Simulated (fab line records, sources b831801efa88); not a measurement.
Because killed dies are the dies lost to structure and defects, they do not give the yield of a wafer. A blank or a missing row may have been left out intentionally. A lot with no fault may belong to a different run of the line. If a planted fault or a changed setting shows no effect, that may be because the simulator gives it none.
Which tool was responsible? :: flow sky130 :: 10 lots with 30 wafers sampled at 4 steps, on a route of 708 steps

== WHAT EACH GAUGE READ, for each wafer ==
SKY_SONOS_TUNNEL_CD_MEAS_07: the cd target is 410 nm. Usual: cd_nm reads 410.0 nm (standard deviation 2.3).
lot: L225
measured: day 11 05:52
on: cd_sem-02
cd_nm (nm): 410.5 409.0 409.1
flag: 

lot: L227
measured: day 11 22:13
on: cd_sem-02
cd_nm (nm): 407.7 407.9 407.3
flag: 

lot: L231
measured: day 13 05:57
on: cd_sem-02
cd_nm (nm): 410.6 411.9 411.6
flag: 

lot: L240
measured: day 16 10:54
on: cd_sem-01
cd_nm (nm): 409.2 411.4 408.3
flag: 

lot: L241
measured: day 16 15:03
on: cd_sem-01
cd_nm (nm): 407.6 407.6 405.9
flag: 

lot: L242
measured: day 17 13:47
on: cd_sem-01
cd_nm (nm): 406.7 407.5 405.8
flag: 

lot: L244
measured: day 17 18:34
on: cd_sem-02
cd_nm (nm): 413.8 412.9 411.6
flag: 

lot: L246
measured: day 19 15:43
on: cd_sem-02
cd_nm (nm): 410.3 410.8 411.7
flag: 

lot: L248
measured: day 19 16:58
on: cd_sem-02
cd_nm (nm): 407.8 409.7 409.8
flag: 

lot: L247
measured: day 19 17:07
on: cd_sem-01
cd_nm (nm): 409.2 411.0 408.9
flag: 

SKY_GATE_OXIDE_OVL_MEAS_10. Usual: GATE_OXIDE_OVL -0.1 nm, standard deviation 1.4.
lot: L225
measured: day 13 14:04
on: overlay-02
GATE_OXIDE_OVL (nm): 0.2 2.2 2.5
flag: 

lot: L227
measured: day 14 12:32
on: overlay-02
GATE_OXIDE_OVL (nm): 0.6 -0.1 0.3
flag: 

lot: L231
measured: day 15 17:08
on: overlay-02
GATE_OXIDE_OVL (nm): 0.7 0.7 0.8
flag: 

lot: L240
measured: day 19 14:35
on: overlay-02
GATE_OXIDE_OVL (nm): -0.2 0.7 1.9
flag: 

lot: L241
measured: day 19 14:53
on: overlay-01
GATE_OXIDE_OVL (nm): 0.1 1.1 -1.2
flag: 

lot: L242
measured: day 20 08:56
on: overlay-01
GATE_OXIDE_OVL (nm): -0.8 0.2 -0.8
flag: 

lot: L244
measured: day 20 16:25
on: overlay-01
GATE_OXIDE_OVL (nm): -2.4 -0.6 -1.8
flag: 

lot: L246
measured: day 22 15:07
on: overlay-02
GATE_OXIDE_OVL (nm): 0.6 -1.1 -2.3
flag: 

lot: L248
measured: day 22 14:38
on: overlay-02
GATE_OXIDE_OVL (nm): -1.6 -3.4 -2.1
flag: 

lot: L247
measured: day 22 15:16
on: overlay-01
GATE_OXIDE_OVL (nm): -0.3 -0.5 -1.3
flag: 

SKY_POLY_GATE_THK_MEAS_01. Usual: POLY_GATE_CVD_00_THK 180.6 nm, standard deviation 1.8.
lot: L225
measured: day 13 17:17
on: film_metro-01
POLY_GATE_CVD_00_THK (nm): 180.7 180.4 180.3
flag: 

lot: L227
measured: day 14 16:27
on: film_metro-02
POLY_GATE_CVD_00_THK (nm): 181.9 181.1 182.1
flag: 

lot: L231
measured: day 15 21:39
on: film_metro-02
POLY_GATE_CVD_00_THK (nm): 163.7 161.5 163.6
flag: OFF

lot: L240
measured: day 19 17:50
on: film_metro-01
POLY_GATE_CVD_00_THK (nm): 182.0 181.6 181.9
flag: 

lot: L241
measured: day 19 19:04
on: film_metro-04
POLY_GATE_CVD_00_THK (nm): 178.8 179.5 177.9
flag: 

lot: L242
measured: day 20 12:58
on: film_metro-04
POLY_GATE_CVD_00_THK (nm): 181.8 181.8 180.4
flag: 

lot: L244
measured: day 20 19:38
on: film_metro-02
POLY_GATE_CVD_00_THK (nm): 179.8 178.1 180.3
flag: 

lot: L246
measured: day 22 18:21
on: film_metro-02
POLY_GATE_CVD_00_THK (nm): 178.4 179.5 180.4
flag: 

lot: L248
measured: day 22 18:21
on: film_metro-01
POLY_GATE_CVD_00_THK (nm): 180.5 181.8 180.8
flag: 

lot: L247
measured: day 22 19:35
on: film_metro-02
POLY_GATE_CVD_00_THK (nm): 184.1 183.0 184.0
flag: 

== TOOL THAT RAN EACH LOT (tool first, then ch and the chambers of the sampled wafers, then the start) ==
lot: L225
SKY_POLY_GATE_CVD_00: lpcvd-01 ch 1, day 13 16:05

lot: L227
SKY_POLY_GATE_CVD_00: lpcvd-01 ch 1, day 14 15:15

lot: L231
SKY_POLY_GATE_CVD_00: lpcvd-01 ch 0, day 15 20:26

lot: L240
SKY_POLY_GATE_CVD_00: lpcvd-01 ch 1, day 19 16:38

lot: L241
SKY_POLY_GATE_CVD_00: lpcvd-01 ch 0, day 19 17:50

lot: L242
SKY_POLY_GATE_CVD_00: lpcvd-01 ch 1, day 20 11:44

lot: L244
SKY_POLY_GATE_CVD_00: lpcvd-01 ch 0, day 20 18:26

lot: L246
SKY_POLY_GATE_CVD_00: lpcvd-01 ch 1, day 22 17:08

lot: L248
SKY_POLY_GATE_CVD_00: lpcvd-01 ch 0, day 22 17:08

lot: L247
SKY_POLY_GATE_CVD_00: lpcvd-01 ch 1, day 22 18:23
- SKY_POLY_GATE_CVD_00: deposits poly-Si, target thk 180 nm, time 720 s.

== AS READ BY THE TOOLS THEMSELVES (means over the sampled wafers that have a number; for cases with no such wafer, the mark the record gives instead) ==
SKY_POLY_GATE_CVD_00. Usual: spike_tc_centre_C 620.7 C, standard deviation 1.1; spike_tc_lower_C 619.9 C, standard deviation 1.1; spike_tc_top_C 640.9 C, standard deviation 1.6; spike_tc_upper_C 620.6 C, standard deviation 0.99; susceptor_temp_C 619.97 C, standard deviation 0.28; zone_power_lower_pct 9.0 %, standard deviation 0.35.
lot: L225
tool: lpcvd-01
spike_tc_centre_C (C): 619.5
spike_tc_lower_C (C): 620.2
spike_tc_top_C (C): 640.6
spike_tc_upper_C (C): 620.7
susceptor_temp_C (C): 620.11
zone_power_lower_pct (%): 8.7
flag: 

lot: L227
tool: lpcvd-01
spike_tc_centre_C (C): 621.2
spike_tc_lower_C (C): 619.9
spike_tc_top_C (C): 640.1
spike_tc_upper_C (C): 620.8
susceptor_temp_C (C): 619.75
zone_power_lower_pct (%): 8.8
flag: 

lot: L231
tool: lpcvd-01
spike_tc_centre_C (C): 616.2
spike_tc_lower_C (C): 615.1
spike_tc_top_C (C): 636.8
spike_tc_upper_C (C): 616.3
susceptor_temp_C (C): 615.44
zone_power_lower_pct (%): 9.3
flag: OFF

lot: L240
tool: lpcvd-01
spike_tc_centre_C (C): 621.1
spike_tc_lower_C (C): 620.6
spike_tc_top_C (C): 639.4
spike_tc_upper_C (C): 621.3
susceptor_temp_C (C): 620.16
zone_power_lower_pct (%): 8.7
flag: 

lot: L241
tool: lpcvd-01
spike_tc_centre_C (C): 620.8
spike_tc_lower_C (C): 619.5
spike_tc_top_C (C): 642.5
spike_tc_upper_C (C): 620.4
susceptor_temp_C (C): 620.10
zone_power_lower_pct (%): 9.4
flag: 

lot: L242
tool: lpcvd-01
spike_tc_centre_C (C): 620.2
spike_tc_lower_C (C): 621.3
spike_tc_top_C (C): 640.3
spike_tc_upper_C (C): 621.0
susceptor_temp_C (C): 620.46
zone_power_lower_pct (%): 8.7
flag: 

lot: L244
tool: lpcvd-01
spike_tc_centre_C (C): 621.4
spike_tc_lower_C (C): 619.8
spike_tc_top_C (C): 642.4
spike_tc_upper_C (C): 619.5
susceptor_temp_C (C): 620.14
zone_power_lower_pct (%): 9.4
flag: 

lot: L246
tool: lpcvd-01
spike_tc_centre_C (C): 620.2
spike_tc_lower_C (C): 620.3
spike_tc_top_C (C): 640.3
spike_tc_upper_C (C): 620.5
susceptor_temp_C (C): 620.10
zone_power_lower_pct (%): 8.8
flag: 

lot: L248
tool: lpcvd-01
spike_tc_centre_C (C): 620.1
spike_tc_lower_C (C): 618.8
spike_tc_top_C (C): 642.1
spike_tc_upper_C (C): 619.3
susceptor_temp_C (C): 619.79
zone_power_lower_pct (%): 9.5
flag: 

lot: L247
tool: lpcvd-01
spike_tc_centre_C (C): 620.8
spike_tc_lower_C (C): 620.7
spike_tc_top_C (C): 639.9
spike_tc_upper_C (C): 621.0
susceptor_temp_C (C): 619.89
zone_power_lower_pct (%): 8.8
flag: 

== THE ANSWER, worked out from the rows above alone ==
Rule: lot off if the mean of its wafers having a number is beyond 3 standard deviations from the usual mean. Also off: a lot with no number at a reading for which 4 or more lots have one. Where the step has rows for the other lots, those lots are counted as sound. Order of review: gauges by route order, followed by the tools' own readings, for which a lot's mean as printed above is used. The first step at which some lot is off is used, and at that step the reading that is off furthest; a lot without a number counts as furthest.
Off: L231, at SKY_POLY_GATE_THK_MEAS_01 (POLY_GATE_CVD_00_THK).
If a tool, at a process step before that reading, ran all the lots that are off and no sound lot after the first of them, it fits. Not tried: the gauges at SKY_POLY_GATE_THK_MEAS_01; whatever is off there is also off at SKY_POLY_GATE_CVD_00, on other tools, and gauge error can't account for it. No candidate that was tried fits.

== WHAT THE SIMULATOR PUT IN ==
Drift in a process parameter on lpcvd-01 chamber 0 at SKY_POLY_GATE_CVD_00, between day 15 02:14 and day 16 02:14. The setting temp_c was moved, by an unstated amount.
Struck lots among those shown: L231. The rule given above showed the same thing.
